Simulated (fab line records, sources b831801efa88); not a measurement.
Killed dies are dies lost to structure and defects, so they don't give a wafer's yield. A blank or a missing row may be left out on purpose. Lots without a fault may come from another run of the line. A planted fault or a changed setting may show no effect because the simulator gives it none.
fab line records | flow gf180mcu
record lots=12 wafers=36 last_day=34
route steps=602 shown M1@319 V1@337 M2@365
lots that met no fault: from a run of the same line without faults
start_h: hours from the record's first day to the start of the lot's first wafer shown | wait_h: hours since the lot's step before | " the same as in the row above | L1.1+2: a row that stands for several wafers | - no value, or no start given | * or withheld: withheld | < > ~ a bound
route shown NAME@n: a module of which the file shows steps, and the number in the route of the first | usual: mean/standard deviation of fault-free wafers | same: alike in all rows | chamber/n: place in a boat | sites: the reading at each site | _std_site: their standard deviation | _edge_site: outer sites' mean less inner sites' | radius_mm: how far each site lies from the wafer's centre | mask NAME#n: copy n | behind: the tool/chamber that last shaped the wafer | hold: why the lot was held/for how many hours/how that ended | device: the transistor (n, p or np) that didn't switch | end of line: the same wafers' tests at the end of the route | a step without rows: its recipe alone | killed: dies lost to structure and defects at the first sort, not the wafer's yield | map: a wafer's dies, x killed, . not, _ none there
set.NAME: the setting as run; set.NAME@STEP: as run at that earlier step | model.NAME: the simulator's own value behind a step, which no gauge read
steps of the route over a sample of lots; a table a step, a row a wafer
services: from which hour (start_h, from the record's first day; less than 0 if before it) a tool's chamber was out of use, for how many hours, and why
## steps
# step GF_M1_SPUTTER_04
# recipe material=TiN target_thk_nm=50 power_w=6500 time_s=41.7 chamber_pressure_pa=0.4
# usual throttle_valve_pct=29.6/0.6
# columns lot.wafer tool chamber start_h wait_h throttle_valve_pct
L617.2 pvd_sputter-03 - 359.20 0.0 29.2
L617.3 " - " " 29.5
L617.6 " - " " 29.3
L618.1 pvd_sputter-02 - 365.00 0.0 28.4
L618.4 " - " " 29.0
L618.6 " - " " 28.9
L621.2 pvd_sputter-04 - 397.23 0.0 30.3
L621.3 " - " " 29.7
L621.4 " - " " 29.5
L622.1 pvd_sputter-03 - 406.34 0.0 28.9
L622.2 " - " " 29.3
L622.5 " - " " 29.1
L623.3 pvd_sputter-03 - 418.14 0.0 29.2
L623.4 " - " " 29.2
L623.6 " - " " 29.0
L624.4 pvd_sputter-04 - 426.47 0.0 29.9
L624.5 " - " " 30.2
L624.6 " - " " 30.5
L625.2 pvd_sputter-03 - 445.08 0.0 29.4
L625.3 " - " " 29.4
L625.6 " - " " 29.5
L626.1 pvd_sputter-03 - 466.80 0.0 29.4
L626.2 " - " " 28.6
L626.5 " - " " 29.5
L636.1 pvd_sputter-04 - 529.83 0.0 30.2
L636.4 " - " " 30.7
L636.6 " - " " 29.4
L637.1 pvd_sputter-03 - 538.00 0.0 29.4
L637.3 " - " " 29.7
L637.6 " - " " 29.3
L639.2 pvd_sputter-03 - 556.94 0.0 28.9
L639.4 " - " " 29.2
L639.5 " - " " 29.2
L640.3 pvd_sputter-04 - 560.47 0.0 29.4
L640.4 " - " " 30.2
L640.5 " - " " 30.1
# step GF_V1_CVD_02
# recipe material=SiO2 target_thk_nm=850 precursor=TEOS temp_c=400 time_s=94.851 rf_w=600
# usual heater_power_w=627/95 run_length_s=122.9/0.55
# columns lot.wafer tool chamber start_h wait_h heater_power_w run_length_s
L617.2 pecvd-03 0 382.50 0.0 546 123.4
L617.3 " 1 " " 657 122.6
L617.6 " 2 " " 660 123.0
L618.1 pecvd-02 1 388.82 0.1 684 121.8
L618.4 " 2 " " 469 123.2
L618.6 " 1 " " 712 122.5
L621.2 pecvd-02 2 422.00 0.0 504 123.5
L621.3 " 1 " " 659 122.2
L621.4 " 0 " " 736 123.6
L622.1 pecvd-03 0 431.20 0.1 566 123.2
L622.2 " 2 " " 704 123.2
L622.5 " 0 " " 583 122.9
L623.3 pecvd-04 2 442.60 0.0 437 122.1
L623.4 " 0 " " 645 123.5
L623.6 " 2 " " 512 121.9
L624.4 pecvd-03 1 452.38 0.1 726 122.9
L624.5 " 0 " " 607 123.2
L624.6 " 2 " " 585 123.4
L625.2 pecvd-03 0 470.47 0.0 568 123.0
L625.3 " 1 " " 647 123.2
L625.6 " 2 " " 674 122.9
L626.1 pecvd-03 2 491.65 0.1 595 127.8
L626.2 " 1 " " 639 122.5
L626.5 " 0 " " 485 122.9
L636.1 pecvd-02 0 553.32 0.1 684 123.6
L636.4 " 2 " " 524 122.8
L636.6 " 1 " " 710 121.8
L637.1 pecvd-04 0 561.72 0.1 691 123.1
L637.3 " 1 " " 649 122.5
L637.6 " 1 " " 677 122.8
L639.2 pecvd-03 1 579.01 0.0 703 123.7
L639.4 " 0 " " 594 122.8
L639.5 " 1 " " 581 122.9
L640.3 pecvd-02 2 583.17 0.0 501 123.2
L640.4 " 1 " " 666 121.8
L640.5 " 2 " " 517 122.9
# step GF_V1_THK_MEAS_03
# recipe reads=SiO2_of_V1_CVD_02
# usual V1_CVD_02_THK=849/13
# columns lot.wafer tool chamber start_h wait_h hold V1_CVD_02_THK[nm]
L617.2 film_metro-02 - 382.58 0.0 - 838
L617.3 " - " " - 857
L617.6 " - " " - 861
L618.1 film_metro-04 - 388.89 0.0 - 839
L618.4 " - " " - 871
L618.6 " - " " - 857
L621.2 film_metro-03 - 422.08 0.0 - 852
L621.3 " - " " - 832
L621.4 " - " " - 857
L622.1 film_metro-04 - 431.27 0.0 - 847
L622.2 " - " " - 837
L622.5 " - " " - 860
L623.3 film_metro-04 - 442.68 0.1 - 835
L623.4 " - " " - 847
L623.6 " - " " - 849
L624.4 film_metro-02 - 452.45 0.0 - 858
L624.5 " - " " - 853
L624.6 " - " " - 840
L625.2 film_metro-04 - 470.55 0.0 - 829
L625.3 " - " " - 855
L625.6 " - " " - 847
L626.1 film_metro-04 - 491.72 0.0 await_dispo/0.2h/release 885
L626.2 " - " " await_dispo/0.2h/release 867
L626.5 " - " " await_dispo/0.2h/release 857
L626.1 film_metro-04 - 491.94 0.2 - 883
L626.2 " - " " - 866
L626.5 " - " " - 858
L636.1 film_metro-02 - 553.39 0.0 - 838
L636.4 " - " " - 876
L636.6 " - " " - 845
L637.1 film_metro-04 - 561.79 0.0 - 846
L637.3 " - " " - 843
L637.6 " - " " - 860
L639.2 film_metro-03 - 579.09 0.0 - 856
L639.4 " - " " - 859
L639.5 " - " " - 875
L640.3 film_metro-02 - 583.26 0.1 - 864
L640.4 " - " " - 853
L640.5 " - " " - 879
# step GF_V1_BOW_MEAS_05
# recipe mode=bow
# usual V1_BOW=84/7.7
# columns lot.wafer tool chamber start_h wait_h V1_BOW[um]
L617.2 film_metro-03 - 382.95 0.2 88
L617.3 " - " " 94
L617.6 " - " " 85
L618.1 film_metro-03 - 389.25 0.2 87
L618.4 " - " " 84
L618.6 " - " " 86
L621.2 film_metro-02 - 422.45 0.3 96
L621.3 " - " " 88
L621.4 " - " " 96
L622.1 film_metro-04 - 431.63 0.2 72
L622.2 " - " " 100
L622.5 " - " " 86
L623.3 film_metro-03 - 443.18 0.3 78
L623.4 " - " " 89
L623.6 " - " " 90
L624.4 film_metro-03 - 452.84 0.2 95
L624.5 " - " " 88
L624.6 " - " " 96
L625.2 film_metro-02 - 470.92 0.2 79
L625.3 " - " " 81
L625.6 " - " " 74
L626.1 film_metro-03 - 495.84 0.1 92
L626.2 " - " " 93
L626.5 " - " " 83
L636.1 film_metro-02 - 553.75 0.2 88
L636.4 " - " " 73
L636.6 " - " " 90
L637.1 film_metro-04 - 562.15 0.2 84
L637.3 " - " " 79
L637.6 " - " " 91
L639.2 film_metro-04 - 579.46 0.2 77
L639.4 " - " " 85
L639.5 " - " " 88
L640.3 film_metro-02 - 583.64 0.3 83
L640.4 " - " " 77
L640.5 " - " " 98
# step GF_M2_SPUTTER_03
# recipe material=Ti target_thk_nm=10 substrate_temp_c=300 chamber_pressure_pa=0.3 power_w=3000 time_s=6.7
# usual throttle_valve_pct=29.2/0.63
# columns lot.wafer tool chamber start_h wait_h throttle_valve_pct
L617.2 pvd_sputter-01 - 407.59 0.0 29.3
L617.3 " - " " 29.6
L617.6 " - " " 29.5
L618.1 pvd_sputter-01 - 413.37 0.0 27.4
L618.4 " - " " 29.6
L618.6 " - " " 29.8
L621.2 pvd_sputter-03 - 448.94 0.0 29.0
L621.3 " - " " 29.3
L621.4 " - " " 28.9
L622.1 pvd_sputter-03 - 457.95 0.0 29.4
L622.2 " - " " 29.4
L622.5 " - " " 29.2
L623.3 pvd_sputter-03 - 469.18 0.0 29.5
L623.4 " - " " 28.6
L623.6 " - " " 29.4
L624.4 pvd_sputter-03 - 478.64 0.0 29.2
L624.5 " - " " 29.3
L624.6 " - " " 29.4
L625.2 pvd_sputter-03 - 496.08 0.0 29.1
L625.3 " - " " 29.4
L625.6 " - " " 29.2
L626.1 pvd_sputter-01 - 517.86 0.0 30.0
L626.2 " - " " 29.4
L626.5 " - " " 29.9
L636.1 pvd_sputter-03 - 577.72 0.0 29.3
L636.4 " - " " 29.3
L636.6 " - " " 29.2
L637.1 pvd_sputter-03 - 585.32 0.0 29.4
L637.3 " - " " 29.0
L637.6 " - " " 29.0
L639.2 pvd_sputter-03 - 602.75 0.0 29.3
L639.4 " - " " 28.9
L639.5 " - " " 29.5
L640.3 pvd_sputter-02 - 606.26 0.0 30.1
L640.4 " - " " 30.5
L640.5 " - " " 30.2
## services
# columns tool chamber start_h hours kind
pvd_sputter-04 1 344.56 - consumable_replace:kit
pvd_sputter-04 1 344.56 18.0 scheduled_down
pvd_sputter-04 1 344.56 18.0 vent_cycle
pecvd-04 - 368.88 14.0 pm
pecvd-04 0 368.88 14.0 vent_cycle
pecvd-04 1 368.88 14.0 vent_cycle
pecvd-04 2 368.88 14.0 vent_cycle
pecvd-02 - 385.51 0.2 repair
pecvd-02 1 415.27 5.2 repair
pvd_sputter-02 - 415.34 110.0 repair
pvd_sputter-04 - 434.98 0.5 repair
pecvd-03 - 435.57 1.3 repair
pecvd-02 1 457.50 5.4 repair
pvd_sputter-03 1 497.99 - consumable_replace:kit
pvd_sputter-03 1 497.99 18.0 scheduled_down
pvd_sputter-03 1 497.99 18.0 vent_cycle
pecvd-02 1 506.87 5.3 repair
pvd_sputter-03 - 521.86 11.9 repair
pvd_sputter-04 - 530.52 1.8 repair
pvd_sputter-01 2 537.60 - consumable_replace:kit
pvd_sputter-01 2 537.60 18.0 scheduled_down
pvd_sputter-01 2 537.60 18.0 vent_cycle
pecvd-04 - 567.76 28.1 pm
pvd_sputter-02 - 597.95 0.5 repair
## key
first_sign step=GF_V1_CVD_02 reading=run_length_s direction=up sigmas=8.9 usual=* struck=*
effect step=GF_V1_THK_MEAS_03 reading=visit direction=added
met_at GF_V1_CVD_02
struck_lots L626
struck_wafers L626.1
not_acting_at GF_M1_SPUTTER_04,GF_V1_BOW_MEAS_05,GF_M2_SPUTTER_03
onset_between 470.47 491.65
fault kind=process_parameter_drift tool=pecvd-03 chamber=- onset_h=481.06 steps=GF_V1_CVD_02 channel=time_s offset=* shape=step end_h=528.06 scope=struck_wafers_only acts_in=* stated=*
